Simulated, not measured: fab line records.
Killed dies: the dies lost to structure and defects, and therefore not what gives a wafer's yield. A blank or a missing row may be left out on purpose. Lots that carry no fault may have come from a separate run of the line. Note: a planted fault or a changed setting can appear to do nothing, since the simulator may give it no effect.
fab line records -- flow sky130
record: lots: 13, wafers: 39, last_day: 50
route steps=708 shown METAL1@439 METAL2@486 PAD_OPEN@708
lots that met no fault: taken from a fault-free run of the same line
start_h: start of the lot's first displayed wafer, in hours after the record's first day -- wait_h: hours from the lot's prior step to this one -- " repeats the value in the row above -- L1.1+2: a row that stands for several wafers -- - no value, or no start given -- * or withheld: withheld -- < > ~ a bound
route shown NAME@n: a module of which the file shows steps, and the number in the route of the first -- usual: mean/standard deviation of fault-free wafers -- same: alike in all rows -- chamber/n: place in a boat -- sites: the reading at each site -- _std_site: standard deviation across them -- _edge_site: outer sites' mean less inner sites' -- radius_mm: for every site, how far away it sits from the centre of the wafer -- mask NAME#n: copy n -- behind: the tool/chamber that last shaped the wafer -- hold: what put the lot on hold/how long, in hours/how the hold closed -- device: the transistor (n, p or np) that didn't switch -- end of line: at the end of the route, the tests of the same wafers -- a step given without rows: its recipe and nothing more -- killed: not the wafer's yield, but the dies lost to structure and defects at the first sort -- map: a wafer's dies, x killed, . not, _ none there
set.NAME: setting as actually run; set.NAME@STEP: the setting as run at that earlier step -- model.NAME: the simulator's own value behind a step, which no gauge read
the route's steps for a sample of lots (tables are steps, rows are wafers)
services: the hour from which a tool's chamber was out of use, counted from the record's first day as start_h (under 0 if before that day), plus the number of hours and why
== steps ==
step: SKY_METAL1_RS_MEAS_05
recipe: thk_meas_gauge: four-point-probe, reads: TiN_of_METAL1_SPUTTER_04+Ti_of_METAL1_SPUTTER_03+AlCu_of_METAL1_SPUTTER_02+TiN_of_METAL1_SPUTTER_01+Ti_of_METAL1_SPUTTER_00
usual: METAL1_ALCU_RS: 0.1263/0.0016
lot.wafer,tool,chamber,start_h,wait_h,METAL1_ALCU_RS[ohm/sq]
L190.2,film_metro-04,-,744.06,0.0,0.1257
L190.3,film_metro-04,-,744.06,0.0,0.1253
L190.6,film_metro-04,-,744.06,0.0,0.1262
L191.1,film_metro-04,-,754.35,0.0,0.1259
L191.2,film_metro-04,-,754.35,0.0,0.1247
L191.5,film_metro-04,-,754.35,0.0,0.1255
L192.2,film_metro-04,-,759.76,0.0,0.1241
L192.3,film_metro-04,-,759.76,0.0,0.1249
L192.6,film_metro-04,-,759.76,0.0,0.1245
L195.3,film_metro-02,-,778.97,0.1,0.1279
L195.4,film_metro-02,-,778.97,0.1,0.1278
L195.6,film_metro-02,-,778.97,0.1,0.1289
L198.2,film_metro-01,-,813.17,0.0,0.1279
L198.4,film_metro-01,-,813.17,0.0,0.1278
L198.5,film_metro-01,-,813.17,0.0,0.1307
L199.4,film_metro-01,-,821.10,0.1,0.1263
L199.5,film_metro-01,-,821.10,0.1,0.1259
L199.6,film_metro-01,-,821.10,0.1,0.1257
L200.1,film_metro-01,-,828.97,0.0,0.1272
L200.3,film_metro-01,-,828.97,0.0,0.1261
L200.4,film_metro-01,-,828.97,0.0,0.1257
L205.2,film_metro-01,-,856.13,0.0,0.1292
L205.4,film_metro-01,-,856.13,0.0,0.1290
L205.5,film_metro-01,-,856.13,0.0,0.1285
L202.2,film_metro-04,-,860.66,0.0,0.1250
L202.4,film_metro-04,-,860.66,0.0,0.1249
L202.5,film_metro-04,-,860.66,0.0,0.1255
L206.2,film_metro-01,-,863.88,0.0,0.1279
L206.5,film_metro-01,-,863.88,0.0,0.1269
L206.6,film_metro-01,-,863.88,0.0,0.1266
L210.4,film_metro-04,-,892.32,0.1,0.1249
L210.5,film_metro-04,-,892.32,0.1,0.1241
L210.6,film_metro-04,-,892.32,0.1,0.1248
L211.2,film_metro-01,-,900.56,0.0,0.1252
L211.4,film_metro-01,-,900.56,0.0,0.1278
L211.6,film_metro-01,-,900.56,0.0,0.1241
L212.2,film_metro-02,-,905.67,0.0,0.1280
L212.4,film_metro-02,-,905.67,0.0,0.1272
L212.5,film_metro-02,-,905.67,0.0,0.1280
step: SKY_METAL1_OVL_MEAS_16
usual: METAL1_OVL: -5/4.5
lot.wafer,tool,chamber,start_h,wait_h,METAL1_OVL[nm]
L190.2,overlay-02,-,770.75,0.1,-9
L190.3,overlay-02,-,770.75,0.1,-2
L190.6,overlay-02,-,770.75,0.1,-7
L191.1,overlay-02,-,781.85,0.1,-6
L191.2,overlay-02,-,781.85,0.1,-4
L191.5,overlay-02,-,781.85,0.1,-9
L192.2,overlay-02,-,787.10,0.1,-9
L192.3,overlay-02,-,787.10,0.1,-7
L192.6,overlay-02,-,787.10,0.1,-4
L195.3,overlay-01,-,805.75,0.1,2
L195.4,overlay-01,-,805.75,0.1,-9
L195.6,overlay-01,-,805.75,0.1,-1
L198.2,overlay-01,-,839.07,0.1,2
L198.4,overlay-01,-,839.07,0.1,-2
L198.5,overlay-01,-,839.07,0.1,-6
L199.4,overlay-02,-,847.92,0.1,-5
L199.5,overlay-02,-,847.92,0.1,-1
L199.6,overlay-02,-,847.92,0.1,-7
L200.1,overlay-01,-,855.39,0.1,-5
L200.3,overlay-01,-,855.39,0.1,-4
L200.4,overlay-01,-,855.39,0.1,-5
L205.2,overlay-01,-,882.65,0.1,-1
L205.4,overlay-01,-,882.65,0.1,-7
L205.5,overlay-01,-,882.65,0.1,-3
L202.2,overlay-02,-,886.80,0.1,1
L202.4,overlay-02,-,886.80,0.1,-3
L202.5,overlay-02,-,886.80,0.1,-4
L206.2,overlay-02,-,889.70,0.1,7
L206.5,overlay-02,-,889.70,0.1,-1
L206.6,overlay-02,-,889.70,0.1,2
L210.4,overlay-02,-,917.61,0.1,-9
L210.5,overlay-02,-,917.61,0.1,-15
L210.6,overlay-02,-,917.61,0.1,-1
L211.2,overlay-02,-,925.67,0.1,-7
L211.4,overlay-02,-,925.67,0.1,-3
L211.6,overlay-02,-,925.67,0.1,-5
L212.2,overlay-01,-,930.45,0.1,-8
L212.4,overlay-01,-,930.45,0.1,-11
L212.5,overlay-01,-,930.45,0.1,-8
step: SKY_METAL2_SPUTTER_03
recipe: material: Ti, target_thk_nm: 5, power_w: 3000, time_s: 3.3, chamber_pressure_pa: 0.4
usual: cathode_dc_power_W: 3000.0/0.52, chamber_pressure_pa: 0.4000/0.00076, throttle_valve_pct: 30.0/0.95
lot.wafer,tool,chamber,start_h,wait_h,cathode_dc_power_W,chamber_pressure_pa,throttle_valve_pct
L190.2,pvd_sputter-03,-,800.81,0.0,2998.7,0.3994,30.6
L190.3,pvd_sputter-03,-,800.81,0.0,2999.5,0.4004,31.1
L190.6,pvd_sputter-03,-,800.81,0.0,3000.4,0.4005,29.1
L191.1,pvd_sputter-02,-,811.76,0.0,3000.3,0.4004,28.5
L191.2,pvd_sputter-02,-,811.76,0.0,3000.3,0.4001,30.5
L191.5,pvd_sputter-02,-,811.76,0.0,2999.9,0.4013,30.7
L192.2,pvd_sputter-02,-,817.21,0.0,3000.4,0.4008,28.2
L192.3,pvd_sputter-02,-,817.21,0.0,3000.2,0.4000,31.0
L192.6,pvd_sputter-02,-,817.21,0.0,3000.1,0.4014,30.3
L195.3,pvd_sputter-02,-,834.85,0.0,2999.6,0.4004,28.3
L195.4,pvd_sputter-02,-,834.85,0.0,3000.7,0.3995,30.2
L195.6,pvd_sputter-02,-,834.85,0.0,2999.8,0.4006,28.3
L198.2,pvd_sputter-02,-,868.02,0.0,3000.0,0.4012,30.8
L198.4,pvd_sputter-02,-,868.02,0.0,3000.0,0.3992,30.3
L198.5,pvd_sputter-02,-,868.02,0.0,3000.1,0.3986,30.0
L199.4,pvd_sputter-02,-,877.29,0.0,2999.8,0.4001,30.2
L199.5,pvd_sputter-02,-,877.29,0.0,2999.3,0.3992,31.3
L199.6,pvd_sputter-02,-,877.29,0.0,3000.0,0.4003,30.5
L200.1,pvd_sputter-01,-,884.31,0.0,2999.7,0.4007,29.7
L200.3,pvd_sputter-01,-,884.31,0.0,3000.2,0.3986,31.2
L200.4,pvd_sputter-01,-,884.31,0.0,2999.8,0.3992,30.3
L205.2,pvd_sputter-02,-,909.95,0.0,-,-,-
L205.4,pvd_sputter-02,-,909.95,0.0,-,-,-
L205.5,pvd_sputter-02,-,909.95,0.0,-,-,-
L202.2,pvd_sputter-02,-,915.68,0.0,-,-,-
L202.4,pvd_sputter-02,-,915.68,0.0,-,-,-
L202.5,pvd_sputter-02,-,915.68,0.0,-,-,-
L206.2,pvd_sputter-02,-,917.85,0.0,-,-,-
L206.5,pvd_sputter-02,-,917.85,0.0,-,-,-
L206.6,pvd_sputter-02,-,917.85,0.0,-,-,-
L210.4,pvd_sputter-02,-,945.13,0.0,2998.8,0.3992,30.3
L210.5,pvd_sputter-02,-,945.13,0.0,2999.6,0.3993,28.2
L210.6,pvd_sputter-02,-,945.13,0.0,3000.3,0.4010,30.2
L211.2,pvd_sputter-03,-,953.13,0.0,2999.0,0.4003,29.1
L211.4,pvd_sputter-03,-,953.13,0.0,3000.3,0.3999,30.9
L211.6,pvd_sputter-03,-,953.13,0.0,3000.3,0.4000,29.0
L212.2,pvd_sputter-03,-,958.04,0.0,2999.2,0.4015,30.4
L212.4,pvd_sputter-03,-,958.04,0.0,3001.2,0.4008,29.0
L212.5,pvd_sputter-03,-,958.04,0.0,3001.0,0.4004,28.8
step: SKY_METAL2_CD_MEAS_15
recipe: target_cd_nm: 140
usual: cd_nm: 140.0/1.7
lot.wafer,tool,chamber,start_h,wait_h,cd_nm
L190.2,cd_sem-01,-,826.94,-,142.7
L190.3,cd_sem-01,-,826.94,-,143.0
L190.6,cd_sem-01,-,826.94,-,143.9
L191.1,cd_sem-02,-,838.42,-,139.3
L191.2,cd_sem-02,-,838.42,-,140.1
L191.5,cd_sem-02,-,838.42,-,139.0
L192.2,cd_sem-01,-,842.84,-,137.6
L192.3,cd_sem-01,-,842.84,-,136.5
L192.6,cd_sem-01,-,842.84,-,137.9
L195.3,cd_sem-01,-,861.52,-,139.5
L195.4,cd_sem-01,-,861.52,-,139.8
L195.6,cd_sem-01,-,861.52,-,140.0
L198.2,cd_sem-01,-,894.50,-,138.7
L198.4,cd_sem-01,-,894.50,-,138.4
L198.5,cd_sem-01,-,894.50,-,138.2
L199.4,cd_sem-02,-,902.59,-,137.5
L199.5,cd_sem-02,-,902.59,-,138.4
L199.6,cd_sem-02,-,902.59,-,139.9
L200.1,cd_sem-01,-,909.23,-,139.2
L200.3,cd_sem-01,-,909.23,-,138.4
L200.4,cd_sem-01,-,909.23,-,139.0
L205.2,cd_sem-02,-,934.94,-,139.9
L205.4,cd_sem-02,-,934.94,-,140.4
L205.5,cd_sem-02,-,934.94,-,140.2
L202.2,cd_sem-01,-,940.44,-,140.2
L202.4,cd_sem-01,-,940.44,-,139.4
L202.5,cd_sem-01,-,940.44,-,141.2
L206.2,cd_sem-01,-,942.89,-,140.7
L206.5,cd_sem-01,-,942.89,-,141.3
L206.6,cd_sem-01,-,942.89,-,140.8
L210.4,cd_sem-02,-,968.84,-,141.6
L210.5,cd_sem-02,-,968.84,-,142.6
L210.6,cd_sem-02,-,968.84,-,142.9
L211.2,cd_sem-02,-,976.74,-,139.7
L211.4,cd_sem-02,-,976.74,-,139.2
L211.6,cd_sem-02,-,976.74,-,140.0
L212.2,cd_sem-01,-,981.45,-,142.0
L212.4,cd_sem-01,-,981.45,-,142.7
L212.5,cd_sem-01,-,981.45,-,142.2
step: SKY_PAD_OPEN_PROBE_99
usual: defect_limited_yield: 82.4/2.2, killed_at_M0_to_M3: 44/7.7, killed_at_M4_up: 3.2/1.7, killed_at_contacts: 24/5.3, killed_at_front_end: 15/4.3, killed_at_other: 0.3/0.57, killed_dies: 87/11, killed_open: 47/7.4, killed_short: 40/6.5, sort_bin_3_pad_short: 0.8/0.4, sort_bin_5_function: 10.5/1.6, sort_bin_6_memory: 6.3/1.2, sort_n_pass: 405/11, sort_yield_pct: 82.4/2.2
same: gross_dies: 492, killed_at_back_side: 0, sort_bin_4_leakage[%]: 0, sort_bin_8_speed[%]: 0
lot.wafer,tool,chamber,start_h,wait_h,defect_limited_yield[%],killed_at_M0_to_M3,killed_at_M4_up,killed_at_contacts,killed_at_front_end,killed_at_other,killed_dies,killed_open,killed_short,sort_bin_3_pad_short[%],sort_bin_5_function[%],sort_bin_6_memory[%],sort_n_pass,sort_yield_pct[%]
L199.4,prober-02,-,1138.97,0.2,82.1,42,3,29,14,0,88,47,41,1.0,11.2,5.7,404,82.1
L199.5,prober-02,-,1139.02,0.2,77.6,67,3,27,11,2,110,56,52,1.2,14.6,6.5,382,77.6
L199.6,prober-02,-,1139.07,0.2,85.2,40,5,20,8,0,73,36,37,0.8,9.1,4.9,419,85.2
L200.1,prober-01,-,1144.20,0.1,81.5,40,5,26,20,0,91,56,35,1.0,11.0,6.5,401,81.5
L200.3,prober-01,-,1144.30,0.2,84.6,32,5,23,16,0,76,41,35,1.2,8.3,5.9,416,84.6
L200.4,prober-01,-,1144.35,0.2,82.3,51,3,18,15,0,87,50,37,1.0,10.6,6.1,405,82.3
L205.5,prober-01,-,1162.88,0.2,83.5,37,1,31,11,1,81,45,36,0.4,8.9,7.1,411,83.5
killed by level:class
L199.4 VIA1:geometric_particle:open=14 CONTACT:geometric_particle:open=12 VIA2:geometric_particle:open=7 METAL1:geometric_particle:short=6 POLY_GATE:geometric_particle:short=5 LOCAL_INTERCONNECT:geometric_particle:short=5 LI_CONTACT:geometric_particle:open=4 LI_CONTACT:geometric_particle:short=4
L199.5 VIA1:geometric_particle:open=17 VIA1:geometric_particle:short=10 CONTACT:geometric_particle:open=9 METAL1:geometric_particle:short=9 LI_CONTACT:geometric_particle:open=7 VIA3:geometric_particle:open=6 METAL3:geometric_particle:short=5 METAL2:geometric_particle:short=5
L199.6 METAL1:geometric_particle:short=8 VIA1:geometric_particle:open=8 VIA2:geometric_particle:open=7 CONTACT:geometric_particle:open=6 METAL2:geometric_particle:short=5 CONTACT:geometric_particle:short=5 VIA1:geometric_particle:short=5 LOCAL_INTERCONNECT:geometric_particle:short=4
L200.1 CONTACT:geometric_particle:open=12 FIELD_ISO:geometric_particle:open=9 VIA1:geometric_particle:open=9 VIA2:geometric_particle:open=7 METAL4:geometric_particle:short=5 LI_CONTACT:geometric_particle:short=4 LI_CONTACT:geometric_particle:open=4 LOCAL_INTERCONNECT:geometric_particle:short=4
L200.3 CONTACT:geometric_particle:open=11 FIELD_ISO:geometric_particle:short=6 VIA1:geometric_particle:open=6 METAL1:geometric_particle:short=5 VIA3:geometric_particle:open=5 LI_CONTACT:geometric_particle:open=4 CONTACT:geometric_particle:short=4 VIA2:geometric_particle:open=4
L200.4 VIA1:geometric_particle:open=15 VIA2:geometric_particle:open=8 VIA3:geometric_particle:open=7 FIELD_ISO:geometric_particle:short=6 METAL1:geometric_particle:short=5 FIELD_ISO:geometric_particle:open=4 LI_CONTACT:geometric_particle:open=4 CONTACT:geometric_particle:open=4
L205.5 CONTACT:geometric_particle:open=13 VIA1:geometric_particle:open=8 VIA2:geometric_particle:open=7 LI_CONTACT:geometric_particle:short=6 LOCAL_INTERCONNECT:geometric_particle:short=6 VIA2:geometric_particle:short=5 VIA3:geometric_particle:open=4 POLY_GATE:geometric_particle:short=3
== services ==
tool,chamber,start_h,hours,kind
pvd_sputter-01,-,795.78,3.4,repair
pvd_sputter-03,-,835.45,1.4,repair
pvd_sputter-01,-,910.95,37.5,repair
pvd_sputter-02,-,945.25,1.4,repair
pvd_sputter-01,-,951.27,4.6,repair
pvd_sputter-02,-,954.11,7.1,repair
== key ==
first_sign: step: SKY_METAL2_SPUTTER_03, reading: tool_record, direction: missing
effect none on later readings
met_at SKY_METAL2_SPUTTER_03
struck_lots L202,L205,L206
not_acting_at SKY_METAL1_RS_MEAS_05,SKY_METAL1_OVL_MEAS_16,SKY_METAL2_CD_MEAS_15
onset_between 877.29 909.95
fault: kind: skipped_step_whole, tool: pvd_sputter-02, chamber: -, onset_h: 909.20, steps: SKY_METAL2_SPUTTER_03, scope: struck_lots_only
